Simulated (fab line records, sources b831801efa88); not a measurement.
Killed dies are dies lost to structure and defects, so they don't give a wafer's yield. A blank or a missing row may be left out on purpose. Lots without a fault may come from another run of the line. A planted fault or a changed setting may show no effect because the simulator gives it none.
One fault seen from 2 desks | flow sky130 | each desk has only its own numbers; what lay behind them comes last

THE METROLOGY DESK
What the gauges read, lot by lot, whatever tool the lot ran on: means of the sampled wafers that have a number. A lot is out of limits, marked OUT, if its mean lies more than 4 standard deviations from the usual mean; the brackets give that distance.
Columns: A = VIA3_W_RS at SKY_VIA3_RS_MEAS_22, usual 0.297 ohm/sq; B = VIA3_W_THK at SKY_VIA3_THK_MEAS_23, usual 392 nm
lot  | first seen here | A     | B
L914 | day 39 17:10    | 0.291 | 394
L923 | day 42 06:47    | 0.299 | 380
L925 | day 43 09:55    | 0.301 | 391
L926 | day 43 14:46    | 0.299 | 378
L935 | day 45 13:58    | 0.298 | 394
L936 | day 45 19:41    | 0.295 | 398
L937 | day 46 05:41    | 0.302 | 376
This desk's finding: nothing out of limits on any of the 7 lots.

THE TOOL OWNER'S DESK: pvd_sputter-01
The tool's own readings at SKY_METAL4_SPUTTER_03 (material Ti, target thk 5 nm, time 3.3 s): means of the sampled wafers that have a number, for each lot that ran on this tool. A lot is out of limits, marked OUT, if its mean lies more than 4 standard deviations from the usual mean; the brackets give that distance.
Columns: A = throttle_valve_pct at SKY_METAL4_SPUTTER_03, usual 29.7 %
lot  | first seen here | A
L914 | day 39 17:57    | 29.4
L923 | day 42 07:21    | 29.6
L925 | day 43 10:29    | 29.6
L926 | day 43 15:17    | 29.4
L936 | day 45 20:15    | 29.3
This desk's finding: nothing out of limits on any of the 5 lots.

PUT TOGETHER
The metrology desk saw nothing out of limits.
The tool owner's desk saw nothing out of limits.

WHAT THE SIMULATOR HAD PUT IN
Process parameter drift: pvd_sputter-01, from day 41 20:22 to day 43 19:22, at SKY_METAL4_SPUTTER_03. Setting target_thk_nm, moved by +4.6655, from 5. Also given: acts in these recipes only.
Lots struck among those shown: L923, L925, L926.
